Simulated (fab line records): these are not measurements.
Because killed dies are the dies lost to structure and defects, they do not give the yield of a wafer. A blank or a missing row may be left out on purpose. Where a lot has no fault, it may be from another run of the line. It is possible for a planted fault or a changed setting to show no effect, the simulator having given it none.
A struck lot beside a sound one | flow sky130 | 42 out of 708 route steps
Sound: these wafers, L295.2, L295.3, L295.5. Wafers struck: L302.3, L302.4, L302.6. At the end, the cause is stated.
For every step that has rows: the tool of each side, followed by ch and its chambers, followed by its first start. Under that, the readings that differ: sound wafers | struck wafers | difference of the means | sigmas: that difference in standard deviations of wafers without a fault.
alike: readings with means less than 2 such deviations apart, plus words and numbers identical on both sides. not compared: withheld readings, readings lacking a value on some wafer, bounds such as >300 that could conceal the same value, and numbers that have no deviation in the record and whose values overlap.
The two part at a step that has a row with sigmas, a row that says differs or no value, or rows on one side only. Non-overlapping numbers with no deviation appear without sigmas and do not part them. A reading that every wafer of one side lacks parts them only if that side has two wafers or more.

first, 5 steps without rows for these wafers: SKY_GATE_OXIDE_COAT_05 (resist thk 1140 nm); SKY_GATE_OXIDE_SOFTBAKE_06 (time 60 s); SKY_GATE_OXIDE_EXPOSE_07 (exposes mask LVOM, target cd 600 nm); SKY_GATE_OXIDE_PEB_08; SKY_GATE_OXIDE_DEVELOP_09 (develop time 60 s).
SKY_GATE_OXIDE_OVL_MEAS_10:
  sound on overlay-01 at day 15 16:16; struck on overlay-02 at day 17 12:38
  alike: GATE_OXIDE_OVL
then, 2 steps without rows for these wafers: SKY_GATE_OXIDE_IMPLANT_11; SKY_GATE_OXIDE_WET_ETCH_12 (etches SiO2 in dHF, target depth 16.8 nm, time 336 s).
SKY_GATE_OXIDE_STRIP_13: strips in O2/N2.
  sound on plasma_asher-04 ch 0, day 15 16:34; struck on plasma_asher-02 ch 0,1, day 17 12:58
  alike: drypump_motor_current_A, oes_product_au, strip_time_to_endpoint_s
  not compared: rf_hours_counter_h
SKY_GATE_OXIDE_TW_MEAS_14:
  sound on film_metro-01 at day 15 16:40; struck on film_metro-02 at day 17 13:03
  reading       | sound             | struck            | difference | sigmas
  GATE_OXIDE_TW | 222.6 222.0 223.2 | 226.9 225.7 225.8 | +3.5       | +2
then, 2 steps without rows for these wafers: SKY_GATE_OXIDE_CLEAN_15 (cleans in SC1/SC2, time 150 s); SKY_GATE_OXIDE_OXIDATION_16 (stabilise 600 s, purge 300 s, target thk 3.57 nm).
SKY_POLY_GATE_CVD_00: deposits poly-Si, target thk 180 nm, time 720 s.
  sound on lpcvd-01 ch 0, day 15 19:35; struck on lpcvd-01 ch 1, day 17 15:40
  reading                                       | sound                | struck               | difference | sigmas
  susceptor_temp_C (C)                          | 619.82 620.01 620.05 | 623.14 622.37 622.53 | +2.72      | +9
  model.poly-Si_of_POLY_GATE_CVD_00.thk_nm (nm) | 183.6 182.9 183.5    | 191.4 191.9 192.1    | +8.5       |
SKY_POLY_GATE_THK_MEAS_01:
  sound on film_metro-01 at day 15 20:47; struck on film_metro-02 at day 17 16:53
  reading                   | sound             | struck            | difference | sigmas
  POLY_GATE_CVD_00_THK (nm) | 183.6 183.1 183.6 | 191.3 192.0 192.1 | +8.4       | +5
then, 8 steps without rows for these wafers: SKY_RES_PROTECT_DEHYDRATE_00 (time 60 s); SKY_RES_PROTECT_HMDS_01 (prime time 60 s); SKY_RES_PROTECT_COAT_02 (resist thk 1140 nm); SKY_RES_PROTECT_SOFTBAKE_03 (time 60 s); SKY_RES_PROTECT_EXPOSE_04 (exposes mask RPM, target cd 1270 nm); SKY_RES_PROTECT_PEB_05; SKY_RES_PROTECT_DEVELOP_06 (develop time 60 s); SKY_POLY_GATE_IMPLANT_02.
SKY_RES_PROTECT_STRIP_07: strips in O2/N2.
  sound on plasma_asher-01 ch 0,1, day 17 01:52; struck on plasma_asher-02 ch 0,1, day 18 23:15
  alike: drypump_motor_current_A, oes_product_au, strip_time_to_endpoint_s
  not compared: rf_hours_counter_h
SKY_RES_PROTECT_TW_MEAS_08:
  sound on film_metro-04 at day 17 01:59; struck on film_metro-01 at day 18 23:20
  alike: POLY_GATE_TW
SKY_RES_PROTECT_CLEAN_09: cleans in SC1/SC2, time 150 s.
  sound on wet_bench-04 ch 0, day 17 02:02; struck on wet_bench-01 ch 3, day 18 23:23
  reading                                       | sound           | struck            | difference | sigmas
  model.poly-Si_of_POLY_GATE_CVD_00.thk_nm (nm) | 183 182.3 182.9 | 190.7 191.2 191.5 | +8.4       |
then, 1 step without rows for these wafers: SKY_POLY_GATE_CVD_03 (deposits Si3N4 from DCS/NH3, target thk 75 nm, time 1290 s).
SKY_POLY_GATE_THK_MEAS_04:
  sound on film_metro-01 at day 17 04:32; struck on film_metro-01 at day 19 01:35
  alike: POLY_GATE_CVD_03_THK
then, 8 steps without rows for these wafers: SKY_POLY_GATE_DEHYDRATE_05 (time 60 s); SKY_POLY_GATE_HMDS_06 (prime time 60 s); SKY_POLY_GATE_COAT_07 (resist thk 110 nm); SKY_POLY_GATE_COAT_08 (resist thk 450 nm); SKY_POLY_GATE_SOFTBAKE_09 (time 90 s); SKY_POLY_GATE_EXPOSE_10 (exposes mask P1M, target cd 150 nm); SKY_POLY_GATE_PEB_11; SKY_POLY_GATE_DEVELOP_12 (develop time 60 s).
SKY_POLY_GATE_CD_MEAS_13 targets a cd of 150 nm.
  sound on cd_sem-01 at day 18 09:58; struck on cd_sem-02 at day 20 07:37
  alike: cd_nm
SKY_POLY_GATE_OVL_MEAS_14:
  sound on overlay-01 at day 18 10:04; struck on overlay-01 at day 20 07:43
  alike: POLY_GATE_OVL
SKY_POLY_GATE_ETCH_15: etches BARC in N2/H2, stops on SiO2, time 118.5 s, target depth 110 nm.
  sound on rie_diel-04 ch 2,3, day 18 10:05; struck on rie_diel-01 ch 2,3, day 20 07:44
  alike: drypump_motor_current_A, oes_product_au, throttle_valve_pct
  not compared: rf_hours_counter_h
SKY_POLY_GATE_ETCH_16: etches Si3N4 in CH3F/O2, stops on poly-Si, time 147.5 s, target depth 75 nm.
  sound on rie_diel-04 ch 2,3, day 18 10:10; struck on rie_diel-01 ch 2,3, day 20 07:49
  alike: O2_flow_sccm, drypump_motor_current_A, oes_product_au, throttle_valve_pct
  not compared: rf_hours_counter_h
SKY_POLY_GATE_ETCH_17: etches poly-Si in HBr/Cl2, stops on SiO2, target depth 180 nm, time 70.5 s.
  sound on rie_si-01 ch 2,3, day 18 10:16; struck on rie_si-01 ch 0,3, day 20 07:55
  alike: drypump_motor_current_A, oes_product_au, throttle_valve_pct
  not compared: rf_hours_counter_h, model.POLY_GATE.feature_depth_nm, model.etch.depth_nm
SKY_POLY_GATE_STRIP_18: strips in O2/N2.
  sound on plasma_asher-01 ch 0,1, day 18 10:20; struck on plasma_asher-01 ch 0,1, day 20 08:01
  alike: drypump_motor_current_A, oes_product_au, strip_time_to_endpoint_s
  not compared: rf_hours_counter_h
-- record jumps: 28 days separate the struck wafers' starts on either side; left off in module POLY_GATE, taken up again in module PAD_OPEN, whose first shown step is the route's number 708 --
SKY_PAD_OPEN_PROBE_99:
  sound on prober-01 at day 47 03:21; struck on prober-02 at day 48 07:08
  reading                             | sound             | struck            | difference | sigmas
  model.etest.res_high_po.line_ohm_um | 728.6 758.2 753.1 | 714.4 720.8 714.5 | -30.1      |
  model.etest.res_poly.line_ohm_um    | 502.7 514.7 513.6 | 487.2 495.1 482.9 | -21.9      |
  model.etest.res_poly.rs_ohm_sq      | 46.55 48.37 47.9  | 46.15 46.19 45.87 | -1.54      |
  not compared: model.etest.res_high_po.rs_ohm_sq, model.etest.cap_li_to_poly.c_af_um2

== WHERE THEY PART ==
At SKY_GATE_OXIDE_TW_MEAS_14 first; at SKY_POLY_GATE_THK_MEAS_01 last (within this record only). Later steps at which nothing parts them and some readings are alike: SKY_RES_PROTECT_STRIP_07, SKY_RES_PROTECT_TW_MEAS_08, SKY_POLY_GATE_THK_MEAS_04, SKY_POLY_GATE_CD_MEAS_13, SKY_POLY_GATE_OVL_MEAS_14, SKY_POLY_GATE_ETCH_15, SKY_POLY_GATE_ETCH_16, SKY_POLY_GATE_ETCH_17, SKY_POLY_GATE_STRIP_18.

WHY: what had been put in by the simulator
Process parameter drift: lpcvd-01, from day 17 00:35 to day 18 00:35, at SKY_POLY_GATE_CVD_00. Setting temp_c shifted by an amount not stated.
